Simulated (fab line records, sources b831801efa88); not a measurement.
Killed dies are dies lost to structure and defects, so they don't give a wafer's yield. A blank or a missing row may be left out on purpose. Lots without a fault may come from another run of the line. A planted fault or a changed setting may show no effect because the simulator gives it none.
Which tool did it? | flow gf180mcu | 24 lots, 72 wafers sampled, at 6 steps of a route of 602

WHAT THE GAUGES READ, wafer by wafer
GF_M2_THK_MEAS_06: measures by xrf. Usual: M2_ALCU_THK 460 nm, standard deviation 5.6.
lot  | measured     | on            | M2_ALCU_THK (nm) | flag
L074 | day 18 01:30 | film_metro-03 | 468 463 468      |
L075 | day 18 12:14 | film_metro-02 | 464 462 465      |
L076 | day 18 21:28 | film_metro-02 | 460 462 455      |
L077 | day 19 01:56 | film_metro-03 | 459 460 459      |
L078 | day 19 19:14 | film_metro-03 | 459 462 462      |
L079 | day 20 01:28 | film_metro-04 | 464 461 462      |
L080 | day 20 13:40 | film_metro-03 | 457 451 456      |
L081 | day 21 07:24 | film_metro-03 | 448 456 453      |
L082 | day 21 09:22 | film_metro-02 | 462 461 458      |
L083 | day 21 19:35 | film_metro-04 | 463 462 463      |
L084 | day 22 05:59 | film_metro-04 | 467 466 466      |
L085 | day 22 12:46 | film_metro-03 | 467 464 461      |
L086 | day 22 18:50 | film_metro-03 | 467 470 462      |
L087 | day 23 01:10 | film_metro-04 | 455 457 460      |
L088 | day 23 12:43 | film_metro-02 | 454 460 461      |
L089 | day 23 17:23 | film_metro-02 | 463 472 468      |
L090 | day 24 00:55 | film_metro-02 | 464 461 455      |
L091 | day 24 07:11 | film_metro-03 | 459 459 458      |
L092 | day 24 13:41 | film_metro-04 | 452 442 453      |
L093 | day 25 01:20 | film_metro-02 | 469 462 455      |
L094 | day 25 10:20 | film_metro-03 | 457 457 453      |
L095 | day 25 15:52 | film_metro-04 | 459 469 463      |
L096 | day 25 20:21 | film_metro-02 | 447 456 459      |
L097 | day 26 02:13 | film_metro-03 | 464 464 453      |

GF_V2_OVL_MEAS_15. Usual: V2_OVL -2 nm, standard deviation 5.4.
lot  | measured     | on         | V2_OVL (nm) | flag
L074 | day 20 03:09 | overlay-01 | -3 1 -4     |
L075 | day 20 13:47 | overlay-01 | -6 -7 -7    |
L076 | day 20 23:34 | overlay-01 | 9 -1 4      |
L077 | day 21 03:27 | overlay-02 | -8 -8 -3    |
L078 | day 21 21:07 | overlay-01 | -15 -3 1    |
L079 | day 22 02:26 | overlay-02 | -15 0 -9    |
L080 | day 22 14:04 | overlay-02 | 5 -1 -3     |
L081 | day 23 07:33 | overlay-02 | 6 -3 5      |
L082 | day 23 10:22 | overlay-02 | 6 2 -4      |
L083 | day 23 19:19 | overlay-02 | -8 -10 -16  |
L084 | day 24 04:40 | overlay-01 | -7 -6 -14   |
L085 | day 24 10:31 | overlay-01 | -5 2 0      |
L086 | day 24 17:10 | overlay-01 | -12 -8 -6   |
L087 | day 24 22:21 | overlay-02 | -2 -1 -6    |
L088 | day 25 09:37 | overlay-01 | 9 3 5       |
L089 | day 25 13:32 | overlay-01 | -2 3 -3     |
L090 | day 25 20:45 | overlay-02 | -1 -4 -5    |
L091 | day 26 03:54 | overlay-02 | 4 -2 -2     |
L092 | day 26 08:31 | overlay-02 | -4 -6 -5    |
L093 | day 26 19:50 | overlay-01 | -2 3 3      |
L094 | day 27 05:03 | overlay-02 | -1 0 4      |
L095 | day 27 10:52 | overlay-01 | 3 -8 -1     |
L096 | day 27 15:07 | overlay-01 | -2 7 -2     |
L097 | day 27 20:49 | overlay-01 | -2 -1 -9    |

GF_M4_THK_MEAS_06: measures by xrf. Usual: M4_ALCU_THK 459 nm, standard deviation 6.1.
lot  | measured     | on            | M4_ALCU_THK (nm) | flag
L074 | day 22 07:05 | film_metro-03 | 455 452 461      |
L075 | day 22 17:53 | film_metro-03 | 468 470 460      |
L076 | day 23 02:50 | film_metro-03 | 462 455 461      |
L077 | day 23 06:05 | film_metro-03 | 459 456 467      |
L078 | day 23 23:44 | film_metro-03 | 467 464 462      |
L079 | day 24 05:14 | film_metro-02 | 444 448 450      |
L080 | day 24 15:58 | film_metro-03 | 455 459 463      |
L081 | day 25 08:32 | film_metro-03 | 465 457 455      |
L082 | day 25 11:01 | film_metro-04 | 457 459 459      |
L083 | day 25 19:50 | film_metro-04 | 459 460 463      |
L084 | day 26 04:38 | film_metro-03 | 453 455 454      |
L085 | day 26 09:50 | film_metro-04 | 458 464 457      |
L086 | day 26 17:32 | film_metro-02 | 465 468 464      |
L087 | day 26 20:56 | film_metro-04 | 463 458 456      |
L088 | day 27 07:46 | film_metro-02 | 463 461 467      |
L089 | day 27 12:16 | film_metro-02 | 454 453 452      |
L090 | day 27 17:30 | film_metro-03 | 453 451 455      |
L091 | day 28 02:11 | film_metro-02 | 454 453 450      |
L092 | day 28 05:38 | film_metro-02 | 465 457 457      |
L093 | day 28 16:32 | film_metro-04 | 454 460 458      |
L094 | day 28 23:59 | film_metro-04 | 468 468 463      |
L095 | day 29 09:02 | film_metro-02 | 465 470 463      |
L096 | day 29 12:09 | film_metro-02 | 453 453 447      |
L097 | day 29 15:48 | film_metro-04 | 455 457 458      |

GF_M5_OVL_MEAS_08. Usual: M5_OVL -4 nm, standard deviation 5.8.
lot  | measured     | on         | M5_OVL (nm) | flag
L074 | day 26 03:24 | overlay-02 | -5 3 -7     |
L075 | day 26 13:00 | overlay-01 | 6 4 7       |
L076 | day 26 20:48 | overlay-01 | -9 -5 1     |
L077 | day 26 22:39 | overlay-01 | -2 3 -2     |
L078 | day 27 15:08 | overlay-02 | -2 -5 0     |
L079 | day 27 20:59 | overlay-02 | -12 -7 -14  |
L080 | day 28 05:44 | overlay-01 | -10 -10 -6  |
L081 | day 28 19:06 | overlay-01 | -9 0 4      |
L082 | day 28 22:19 | overlay-01 | -14 -7 -4   |
L083 | day 29 07:06 | overlay-01 | -2 2 1      |
L084 | day 29 13:52 | overlay-02 | -12 -8 -7   |
L085 | day 29 18:49 | overlay-01 | -8 -5 -5    |
L086 | day 30 03:56 | overlay-02 | 2 4 7       |
L087 | day 30 05:57 | overlay-01 | 4 5 1       |
L088 | day 30 14:48 | overlay-01 | 1 -7 -2     |
L089 | day 30 21:23 | overlay-02 | -11 -10 -13 |
L090 | day 31 02:07 | overlay-01 | 1 -3 -1     |
L091 | day 31 06:00 | overlay-02 | -6 -3 0     |
L092 | day 31 10:58 | overlay-02 | -8 -7 -10   |
L093 | day 31 21:45 | overlay-01 | -2 -1 -8    |
L094 | day 32 02:32 | overlay-02 | -2 -2 -6    |
L095 | day 32 11:03 | overlay-02 | -5 -9 -9    |
L096 | day 32 15:49 | overlay-02 | -9 -15 -6   |
L097 | day 32 17:08 | overlay-01 | 2 -7 3      |

WHICH TOOL RAN EACH LOT (tool, then ch and the chambers of the sampled wafers, then the start)
lot  | GF_HV_LDD_STRIP_49                   | GF_M3_SPUTTER_03
L074 | plasma_asher-03 ch 0,1, day 12 06:35 | pvd_sputter-02, day 20 04:43
L075 | plasma_asher-02 ch 0,1, day 12 15:41 | pvd_sputter-01, day 20 15:21
L076 | plasma_asher-04 ch 0,1, day 12 22:05 | pvd_sputter-02, day 21 01:07
L077 | plasma_asher-02 ch 0,1, day 13 03:19 | pvd_sputter-01, day 21 05:01
L078 | plasma_asher-04 ch 0,1, day 13 17:17 | pvd_sputter-03, day 21 22:40
L079 | plasma_asher-02 ch 0,1, day 13 23:11 | pvd_sputter-02, day 22 03:59
L080 | plasma_asher-04 ch 0,1, day 14 08:32 | pvd_sputter-01, day 22 15:41
L081 | plasma_asher-03 ch 0,1, day 15 01:12 | pvd_sputter-01, day 23 09:05
L082 | plasma_asher-02 ch 0,1, day 15 03:19 | pvd_sputter-02, day 23 11:54
L083 | plasma_asher-03 ch 0, day 15 12:14   | pvd_sputter-03, day 23 20:54
L084 | plasma_asher-02 ch 0,1, day 15 20:44 | pvd_sputter-03, day 24 06:12
L085 | plasma_asher-02 ch 0,1, day 16 04:07 | pvd_sputter-03, day 24 12:05
L086 | plasma_asher-03 ch 0,1, day 16 11:20 | pvd_sputter-01, day 24 18:48
L087 | plasma_asher-02 ch 0,1, day 16 15:47 | pvd_sputter-01, day 24 23:54
L088 | plasma_asher-04 ch 0,1, day 17 02:11 | pvd_sputter-03, day 25 11:13
L089 | plasma_asher-02 ch 0,1, day 17 08:00 | pvd_sputter-01, day 25 15:22
L090 | plasma_asher-02 ch 0,1, day 17 18:11 | pvd_sputter-01, day 25 22:17
L091 | plasma_asher-04 ch 1, day 18 00:12   | pvd_sputter-01, day 26 05:31
L092 | plasma_asher-02 ch 0,1, day 18 06:47 | pvd_sputter-01, day 26 10:04
L093 | plasma_asher-03 ch 0,1, day 18 19:48 | pvd_sputter-01, day 26 21:23
L094 | plasma_asher-04 ch 0,1, day 19 04:59 | pvd_sputter-01, day 27 06:40
L095 | plasma_asher-02 ch 0,1, day 19 09:42 | pvd_sputter-01, day 27 12:26
L096 | plasma_asher-03 ch 0,1, day 19 16:07 | pvd_sputter-03, day 27 16:58
L097 | plasma_asher-02 ch 0,1, day 19 23:36 | pvd_sputter-01, day 27 22:38
- GF_HV_LDD_STRIP_49: strips in O2/N2.
- GF_M3_SPUTTER_03: material Ti, target thk 10 nm, time 6.7 s.

WHAT THE TOOLS THEMSELVES READ (means of the sampled wafers that have a number; where no wafer has one, the mark that the record gives instead)
GF_HV_LDD_STRIP_49. Usual: drypump_motor_current_A 5.88 A, standard deviation 0.3; heater_power_w 339 W, standard deviation 42; oes_product_au 0.715 a.u., standard deviation 0.0043; strip_time_to_endpoint_s 12.63 s, standard deviation 0.038.
lot  | tool            | drypump_motor_current_A (A) | heater_power_w (W) | oes_product_au (a.u.) | strip_time_to_endpoint_s (s) | flag
L074 | plasma_asher-03 | 6.04                        | 278                | 0.713                 | 12.63                        |
L075 | plasma_asher-02 | 5.80                        | 369                | 0.713                 | 12.70                        |
L076 | plasma_asher-04 | 5.55                        | 336                | 0.715                 | 12.62                        |
L077 | plasma_asher-02 | 5.81                        | 368                | 0.717                 | 12.64                        |
L078 | plasma_asher-04 | 5.81                        | 361                | 0.719                 | 12.65                        |
L079 | plasma_asher-02 | 5.78                        | 373                | 0.713                 | 12.68                        |
L080 | plasma_asher-04 | 5.55                        | 329                | 0.716                 | 12.67                        |
L081 | plasma_asher-03 | 6.07                        | 288                | 0.712                 | 12.66                        |
L082 | plasma_asher-02 | 5.93                        | 358                | 0.719                 | 12.64                        |
L083 | plasma_asher-03 | 5.98                        | 266                | 0.718                 | 12.65                        |
L084 | plasma_asher-02 | 5.80                        | 371                | 0.714                 | 12.57                        |
L085 | plasma_asher-02 | 5.81                        | 370                | 0.715                 | 12.60                        |
L086 | plasma_asher-03 | 6.02                        | 273                | 0.712                 | 12.63                        |
L087 | plasma_asher-02 | 5.81                        | 370                | 0.715                 | 12.62                        |
L088 | plasma_asher-04 | 5.81                        | 362                | 0.715                 | 12.62                        |
L089 | plasma_asher-02 | 5.98                        | 355                | 0.715                 | 12.62                        |
L090 | plasma_asher-02 | 5.79                        | 364                | 0.710                 | 12.58                        |
L091 | plasma_asher-04 | 6.05                        | 390                | 0.718                 | 12.61                        |
L092 | plasma_asher-02 | 5.80                        | 370                | 0.719                 | 12.61                        |
L093 | plasma_asher-03 | 6.08                        | 293                | 0.716                 | 12.64                        |
L094 | plasma_asher-04 | 5.82                        | 368                | 0.716                 | 12.60                        |
L095 | plasma_asher-02 | 5.98                        | 358                | 0.710                 | 12.67                        |
L096 | plasma_asher-03 | 6.03                        | 281                | 0.713                 | 12.57                        |
L097 | plasma_asher-02 | 5.97                        | 356                | 0.712                 | 12.63                        |

GF_M3_SPUTTER_03. Usual: throttle_valve_pct 30.0 %, standard deviation 0.96.
lot  | tool           | throttle_valve_pct (%) | flag
L074 | pvd_sputter-02 | 31.2                   |
L075 | pvd_sputter-01 | 29.6                   |
L076 | pvd_sputter-02 | 31.8                   |
L077 | pvd_sputter-01 | 29.9                   |
L078 | pvd_sputter-03 | 29.1                   |
L079 | pvd_sputter-02 | 31.4                   |
L080 | pvd_sputter-01 | 30.0                   |
L081 | pvd_sputter-01 | 30.2                   |
L082 | pvd_sputter-02 | 30.4                   |
L083 | pvd_sputter-03 | 28.7                   |
L084 | pvd_sputter-03 | 29.3                   |
L085 | pvd_sputter-03 | 28.8                   |
L086 | pvd_sputter-01 | 29.9                   |
L087 | pvd_sputter-01 | 30.0                   |
L088 | pvd_sputter-03 | 28.9                   |
L089 | pvd_sputter-01 | 29.7                   |
L090 | pvd_sputter-01 | 30.4                   |
L091 | pvd_sputter-01 | 29.9                   |
L092 | pvd_sputter-01 | 30.0                   |
L093 | pvd_sputter-01 | 30.1                   |
L094 | pvd_sputter-01 | 30.1                   |
L095 | pvd_sputter-01 | 29.7                   |
L096 | pvd_sputter-03 | 29.4                   |
L097 | pvd_sputter-01 | 30.2                   |

THE ANSWER, worked out from the rows above alone
Rule: a lot is off if the mean of its wafers that have a number lies more than 3 standard deviations from the usual mean. A lot without any number at a reading at which 4 lots or more have one is off too. The other lots that the step has rows for count as sound. The gauges are gone through in route order, then the tools' own readings, and for those a lot's mean is taken as printed above. The first step at which some lot is off is used, and at that step the reading that is off furthest; a lot without a number counts as furthest.
No lot is off at any reading shown: from this, nothing can be told.

WHAT THE SIMULATOR HAD PUT IN
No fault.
